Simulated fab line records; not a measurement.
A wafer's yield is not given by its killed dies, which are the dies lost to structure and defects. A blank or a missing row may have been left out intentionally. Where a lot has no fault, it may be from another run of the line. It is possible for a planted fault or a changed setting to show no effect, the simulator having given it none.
A lot that was struck, set against a sound lot || flow gf180mcu || 27 steps out of a route of 602
Sound: these wafers, L682.2, L682.4, L682.5. The struck wafers were L679.3, L679.4, L679.6. At the end, the cause is stated.
Order at every step that has rows: each side's tool, ch and its chambers, its first start. Under that, the readings that differ: sound wafers || struck wafers || difference of the means || sigmas: that difference in standard deviations of wafers without a fault.
alike: a reading whose means differ by less than 2 such deviations, as well as words and numbers matching on both sides. not compared: withheld readings; readings where some wafer has no value; bounds like >300 that might hide an equal value; numbers whose values overlap and for which the record gives no deviation.
A row with sigmas, a row that says differs or no value, or rows on one side alone: a step with any of these is where the two part. Numbers that have no deviation but don't overlap get no sigmas and don't part them. A reading that every wafer of one side lacks parts them only if that side has two wafers or more.

GF_LVPWELL_STRIP_10: strips in O2/N2.
  sound on plasma-asher-01 ch 0,1, day 8 07:16; struck on plasma-asher-01 ch 0,1, day 7 14:55
  alike: chamber-pressure-mTorr, drypump-motor-current-A, heater-power-w, n2-flow-sccm, oes-product-au, platen-temp-c, strip-time-to-endpoint-s
  not compared: rf-hours-counter-h
GF_LVPWELL_TW_MEAS_11:
  sound on film-metro-03, day 8 07:23; struck on film-metro-02, day 7 15:00
  alike: LVPWELL_TW
then, 7 steps without rows for these wafers: GF_MVSD_DEHYDRATE_00 (time 60 s); GF_MVSD_HMDS_01 (prime time 60 s); GF_MVSD_COAT_02 (resist thk 3000 nm); GF_MVSD_SOFTBAKE_03; GF_MVSD_EXPOSE_04 (exposes mask MVSD, target cd 1000 nm); GF_MVSD_PEB_05; GF_MVSD_DEVELOP_06 (develop time 60 s).
GF_MVSD_OVL_MEAS_07:
  sound on overlay-01, day 9 00:02; struck on overlay-01, day 8 07:10
  alike: MVSD_OVL
then, 2 steps without rows for these wafers: GF_MVSD_IMPLANT_08; GF_MVSD_IMPLANT_09.
GF_MVSD_STRIP_10: strips in O2/N2.
  sound on plasma-asher-04 ch 0,1, day 9 00:22; struck on plasma-asher-03 ch 0,1, day 8 07:31
  no value came back on the struck wafers for any of 7 readings (chamber-pressure-mTorr (mTorr), drypump-motor-current-A (A) and others); on the sound wafers chamber-pressure-mTorr (mTorr) reads 1499.1 1500.5 1497.9
{"reading": "model.coat_of_MVSD_COAT_02.thk-nm (nm)", "sound": "0 0 0", "struck": "2997 3004 2999", "difference": "+3000", "sigmas": ""}
  not compared: rf-hours-counter-h
GF_MVSD_TW_MEAS_11:
  sound on film-metro-03, day 9 00:29; struck on film-metro-03, day 8 07:36
  alike: MVSD_TW
then, 7 steps without rows for these wafers: GF_MVPSD_DEHYDRATE_00 (time 60 s); GF_MVPSD_HMDS_01 (prime time 60 s); GF_MVPSD_COAT_02 (resist thk 3000 nm); GF_MVPSD_SOFTBAKE_03; GF_MVPSD_EXPOSE_04 (exposes mask MVPSD, target cd 1000 nm); GF_MVPSD_PEB_05; GF_MVPSD_DEVELOP_06 (develop time 60 s).
GF_MVPSD_OVL_MEAS_07:
  sound on overlay-02, day 9 17:21; struck on overlay-01, day 9 00:24
  alike: MVPSD_OVL
then, 2 steps without rows for these wafers: GF_MVPSD_IMPLANT_08; GF_MVPSD_IMPLANT_09.
GF_MVPSD_STRIP_10: strips in O2/N2.
  sound on plasma-asher-01 ch 0,1, day 9 17:41; struck on plasma-asher-01 ch 0,1, day 9 00:45
{"reading": "oes-product-au (a.u.)", "sound": "0.725 0.725 0.718", "struck": "0.737 0.738 0.744", "difference": "+0.017", "sigmas": "+4"}
{"reading": "strip-time-to-endpoint-s (s)", "sound": "37.00 36.99 36.75", "struck": "81.18 81.23 81.32", "difference": "+44.33", "sigmas": "+99 or more"}
  alike: chamber-pressure-mTorr, drypump-motor-current-A, heater-power-w, n2-flow-sccm, platen-temp-c
  not compared: rf-hours-counter-h
GF_MVPSD_TW_MEAS_11:
  sound on film-metro-01, day 9 17:47; struck on film-metro-01, day 9 00:50
{"reading": "MVPSD_TW", "sound": "550 550 552", "struck": "30 30 30", "difference": -521, "sigmas": "-99 or more"}
then, 1 step without rows for these wafers: GF_VT_IMPLANT_DEHYDRATE_00 (time 60 s).

## WHERE THEY PART
Last at GF_MVPSD_TW_MEAS_11 as far as this record goes, first at GF_MVSD_STRIP_10.

WHY: what had been put in by the simulator
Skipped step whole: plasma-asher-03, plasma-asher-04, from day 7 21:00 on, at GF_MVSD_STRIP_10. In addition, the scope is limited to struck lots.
